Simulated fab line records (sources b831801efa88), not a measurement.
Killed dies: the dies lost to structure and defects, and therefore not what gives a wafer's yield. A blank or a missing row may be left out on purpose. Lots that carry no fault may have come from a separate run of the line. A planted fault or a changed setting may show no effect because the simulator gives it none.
Which tool is to blame? :: flow sky130 :: Sampling: 12 lots, 36 wafers, 3 of 708 route steps

## WHAT THE GAUGES READ, wafer by wafer
SKY_VT_ADJUST_HVTR_TW_MEAS_11. Usual: VT_ADJUST_HVTR_TW typically reads 210.5, with standard deviation 2.2.
lot: L805
measured: day 9 15:48
on: film_metro-04
VT_ADJUST_HVTR_TW: 213.4 212.9 212.5
flag: 

lot: L807
measured: day 10 08:17
on: film_metro-04
VT_ADJUST_HVTR_TW: 213.1 213.4 213.2
flag: 

lot: L808
measured: day 10 11:48
on: film_metro-03
VT_ADJUST_HVTR_TW: 208.5 208.2 209.7
flag: 

lot: L809
measured: day 10 15:54
on: film_metro-04
VT_ADJUST_HVTR_TW: 212.5 212.3 212.6
flag: 

lot: L810
measured: day 11 02:49
on: film_metro-01
VT_ADJUST_HVTR_TW: 209.0 209.4 209.0
flag: 

lot: L811
measured: day 11 11:37
on: film_metro-01
VT_ADJUST_HVTR_TW: 208.8 209.6 208.2
flag: 

lot: L814
measured: day 12 10:39
on: film_metro-03
VT_ADJUST_HVTR_TW: 207.7 208.9 210.1
flag: 

lot: L815
measured: day 12 12:20
on: film_metro-04
VT_ADJUST_HVTR_TW: 215.0 215.0 216.3
flag: 

lot: L817
measured: day 13 05:34
on: film_metro-01
VT_ADJUST_HVTR_TW: 211.9 211.4 212.6
flag: 

lot: L818
measured: day 13 14:02
on: film_metro-03
VT_ADJUST_HVTR_TW: 209.1 209.0 210.5
flag: 

lot: L824
measured: day 15 10:20
on: film_metro-01
VT_ADJUST_HVTR_TW: 221.0 221.8 221.8 222.7 222.4 222.1
flag: OFF

lot: L825
measured: day 15 16:25
on: film_metro-01
VT_ADJUST_HVTR_TW: 223.5 222.0 222.1 222.4 222.0 221.8
flag: OFF

SKY_CONTACT_THK_MEAS_01. Usual: CONTACT_CVD_00_THK typically reads 75.2 nm, with standard deviation 1.1.
lot: L805
measured: day 30 12:20
on: film_metro-02
CONTACT_CVD_00_THK (nm): 74.5 75.2 77.0
flag: 

lot: L807
measured: day 31 09:17
on: film_metro-04
CONTACT_CVD_00_THK (nm): 75.7 73.0 74.9
flag: 

lot: L808
measured: day 31 17:30
on: film_metro-04
CONTACT_CVD_00_THK (nm): 74.6 75.3 76.2
flag: 

lot: L809
measured: day 31 20:11
on: film_metro-01
CONTACT_CVD_00_THK (nm): 76.3 75.1 76.7
flag: 

lot: L810
measured: day 32 06:51
on: film_metro-01
CONTACT_CVD_00_THK (nm): 76.7 74.6 78.3
flag: 

lot: L811
measured: day 32 20:14
on: film_metro-01
CONTACT_CVD_00_THK (nm): 72.5 72.0 75.2
flag: 

lot: L814
measured: day 33 15:02
on: film_metro-04
CONTACT_CVD_00_THK (nm): 76.2 75.6 74.9
flag: 

lot: L815
measured: day 33 20:47
on: film_metro-04
CONTACT_CVD_00_THK (nm): 74.7 74.4 76.0
flag: 

lot: L817
measured: day 34 12:53
on: film_metro-01
CONTACT_CVD_00_THK (nm): 75.3 73.1 76.2
flag: 

lot: L818
measured: day 34 23:39
on: film_metro-04
CONTACT_CVD_00_THK (nm): 74.1 77.3 75.7
flag: 

lot: L824
measured: day 36 17:51
on: film_metro-04
CONTACT_CVD_00_THK (nm): 74.2 75.1 76.3
flag: 

lot: L825
measured: day 36 23:14
on: film_metro-02
CONTACT_CVD_00_THK (nm): 74.6 75.0 75.0
flag: 

## WHAT TOOL EACH LOT RAN ON (gives the tool, then ch and the chambers of the sampled wafers, and finally the start)
lot: L805
SKY_VT_ADJUST_HVTR_IMPLANT_09: implanter-04 ch 0, day 9 15:33

lot: L807
SKY_VT_ADJUST_HVTR_IMPLANT_09: implanter-04 ch 0, day 10 08:02

lot: L808
SKY_VT_ADJUST_HVTR_IMPLANT_09: implanter-02 ch 0, day 10 11:34

lot: L809
SKY_VT_ADJUST_HVTR_IMPLANT_09: implanter-02 ch 0, day 10 15:39

lot: L810
SKY_VT_ADJUST_HVTR_IMPLANT_09: implanter-02 ch 0, day 11 02:34

lot: L811
SKY_VT_ADJUST_HVTR_IMPLANT_09: implanter-04 ch 0, day 11 11:23

lot: L814
SKY_VT_ADJUST_HVTR_IMPLANT_09: implanter-02 ch 0, day 12 10:25

lot: L815
SKY_VT_ADJUST_HVTR_IMPLANT_09: implanter-04 ch 0, day 12 12:05

lot: L817
SKY_VT_ADJUST_HVTR_IMPLANT_09: implanter-02 ch 0, day 13 05:20

lot: L818
SKY_VT_ADJUST_HVTR_IMPLANT_09: implanter-01 ch 0, day 13 13:49

lot: L824
SKY_VT_ADJUST_HVTR_IMPLANT_09: implanter-02 ch 0, day 15 10:07

lot: L825
SKY_VT_ADJUST_HVTR_IMPLANT_09: implanter-02 ch 0, day 15 16:10
- SKY_VT_ADJUST_HVTR_IMPLANT_09

## AS READ BY THE TOOLS THEMSELVES (means over the sampled wafers that have a number; for cases with no such wafer, the mark the record gives instead)
SKY_VT_ADJUST_HVTR_IMPLANT_09. Usual: beam_on_s 9.99 s, standard deviation 0.19; end_station_pressure_torr 5.06e-06 Torr, standard deviation 2.4e-07; faraday_current_uA 11.86, standard deviation 0.23.
lot: L805
tool: implanter-04
beam_on_s (s): 9.89
end_station_pressure_torr (Torr): 4.95e-06
faraday_current_uA: 11.95
flag: 

lot: L807
tool: implanter-04
beam_on_s (s): 9.92
end_station_pressure_torr (Torr): 5.02e-06
faraday_current_uA: 11.94
flag: 

lot: L808
tool: implanter-02
beam_on_s (s): 10.09
end_station_pressure_torr (Torr): 5.22e-06
faraday_current_uA: 11.74
flag: 

lot: L809
tool: implanter-02
beam_on_s (s): 9.96
end_station_pressure_torr (Torr): 5.11e-06
faraday_current_uA: 11.88
flag: 

lot: L810
tool: implanter-02
beam_on_s (s): 10.17
end_station_pressure_torr (Torr): 4.94e-06
faraday_current_uA: 11.66
flag: 

lot: L811
tool: implanter-04
beam_on_s (s): 9.96
end_station_pressure_torr (Torr): 5.02e-06
faraday_current_uA: 11.86
flag: 

lot: L814
tool: implanter-02
beam_on_s (s): 9.98
end_station_pressure_torr (Torr): 5.18e-06
faraday_current_uA: 11.85
flag: 

lot: L815
tool: implanter-04
beam_on_s (s): 9.92
end_station_pressure_torr (Torr): 5.29e-06
faraday_current_uA: 11.94
flag: 

lot: L817
tool: implanter-02
beam_on_s (s): 10.07
end_station_pressure_torr (Torr): 5.22e-06
faraday_current_uA: 11.76
flag: 

lot: L818
tool: implanter-01
beam_on_s (s): 9.91
end_station_pressure_torr (Torr): 5.10e-06
faraday_current_uA: 11.96
flag: 

lot: L824
tool: implanter-02
beam_on_s (s): 12.49
end_station_pressure_torr (Torr): 1.08e-04
faraday_current_uA: 9.54
flag: OFF

lot: L825
tool: implanter-02
beam_on_s (s): 12.35
end_station_pressure_torr (Torr): 1.00e-04
faraday_current_uA: 9.66
flag: OFF

## THE ANSWER, worked out from the rows above alone
Rule: lot off if the mean of its wafers having a number is beyond 3 standard deviations from the usual mean. Also off: a lot with no number at a reading for which 4 or more lots have one. The other lots that the step has rows for count as sound. First the gauges in route order, then the tools' own readings, where a lot's mean is used as printed above. The first step at which some lot is off is used, and at that step the reading that is off furthest; a lot without a number counts as furthest.
Off: at SKY_VT_ADJUST_HVTR_TW_MEAS_11 (VT_ADJUST_HVTR_TW), L824, L825.
A tool fits if, at a process step before that reading, it ran every lot that is off, and no sound lot after the first of them. Not tried: the gauges at SKY_VT_ADJUST_HVTR_TW_MEAS_11; whatever is off there is also off at SKY_VT_ADJUST_HVTR_IMPLANT_09, on other tools, and gauge error can't account for it. One candidate fits, namely implanter-02 at SKY_VT_ADJUST_HVTR_IMPLANT_09. A fault onset in the window from L817 (day 13 05:20, its last sound lot) to L824 (day 15 10:07, its first lot off) fits.
The tool's own readings at SKY_VT_ADJUST_HVTR_IMPLANT_09 bear it out: on the lots that are off they differ by more than 5 times the standard deviation of the sound lots' means. beam_on_s reads 12.42 s there against 9.99 s on the sound lots; end_station_pressure_torr reads 1.04e-04 Torr there against 5.11e-06 Torr on the sound lots; faraday_current_uA reads 9.60 there against 11.85 on the sound lots.

## WHAT THE SIMULATOR PUT IN
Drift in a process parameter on implanter-02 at SKY_VT_ADJUST_HVTR_IMPLANT_09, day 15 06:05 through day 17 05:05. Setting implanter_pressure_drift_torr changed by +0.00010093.
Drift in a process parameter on implanter-02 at SKY_VT_ADJUST_HVTR_IMPLANT_09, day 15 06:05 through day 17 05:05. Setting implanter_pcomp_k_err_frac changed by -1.
Lots struck among those shown: L824, L825. This agrees with what the rule above found.
